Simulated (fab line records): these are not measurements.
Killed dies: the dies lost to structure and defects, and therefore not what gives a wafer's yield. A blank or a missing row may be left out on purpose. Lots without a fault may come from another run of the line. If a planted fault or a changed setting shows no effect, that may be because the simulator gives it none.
2 desks, one fault    flow gf180mcu    numbers are kept per desk, each desk with only its own; the story behind them comes last

== THE TOOL OWNER'S DESK: implanter-02 ==
The tool's own readings at GF_NSD_IMPLANT_09: means of the sampled wafers that have a number, for each lot that ran on this tool. Marked OUT: a lot whose mean sits more than 4 standard deviations from the usual mean, which makes it out of limits; the brackets give that distance.
Columns: A = beamEnergyKeV at GF_NSD_IMPLANT_09, usual 59.997
lot   first seen here  A
L523  day 13 08:03     60.016
L532  day 16 08:55     57.367 (-99 or more) OUT
L533  day 17 02:46     57.382 (-99 or more) OUT
L542  day 19 23:38     59.971
L543  day 20 08:18     60.018
L544  day 20 14:51     59.988
This desk finds L532, L533 out of limits, L532 being first, at day 16 08:55 (beamEnergyKeV at GF_NSD_IMPLANT_09). In limits: L523, L542, L543, L544.

== THE METROLOGY DESK ==
Lot by lot, what the gauges showed, no matter which tool ran the lot: averages of those sampled wafers that carry a number. Marked OUT: a lot whose mean sits more than 4 standard deviations from the usual mean, which makes it out of limits; the brackets give that distance.
Columns: A = POLY_GATE_OXIDATION_THK at GF_POLY_GATE_THK_MEAS_17, usual 3.94 nm; B = NSD_RS at GF_PSD_RS_MEAS_14, usual 46.10 ohm/sq
lot   first seen here  A     B
L523  day 9 06:42      3.88  45.96
L524  day 9 12:20      4.03  46.18
L532  day 11 22:47     3.99  46.86 (+8.0) OUT
L533  day 12 12:05     3.96  46.98 (+9.2) OUT
L534  day 12 15:31     3.94  46.12
L535  day 12 19:06     3.94  46.01
L539  day 13 23:00     3.91  46.10
L541  day 14 12:37     3.98  46.13
L542  day 14 23:40     4.03  46.10
L543  day 15 08:20     4.03  46.02
L544  day 15 13:59     3.88  46.00
L545  day 15 22:58     3.86  46.04
This desk's result: L532, L533 out of limits, first on L532 (NSD_RS at GF_PSD_RS_MEAS_14), day 17 09:13. In limits: L523, L524, L534, L535, L539, L541, L542, L543, L544, L545.

== PUT TOGETHER ==
An alarm could have come from the tool owner's desk at day 16 08:55, on L532, L533.
On L532, L533, the metrology desk was in a position to raise an alarm at day 17 09:13.
Every lot named ran GF_NSD_IMPLANT_09 on implanter-02.

== WHAT HAD BEEN PUT IN BY THE SIMULATOR ==
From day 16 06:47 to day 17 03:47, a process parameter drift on implanter-02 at GF_NSD_IMPLANT_09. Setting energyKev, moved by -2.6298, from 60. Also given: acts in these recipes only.
Shown lots that were struck: L532, L533.
Hours from the fault's start to each desk's first reading out of limits: the tool owner's desk, 2; the metrology desk, 26.
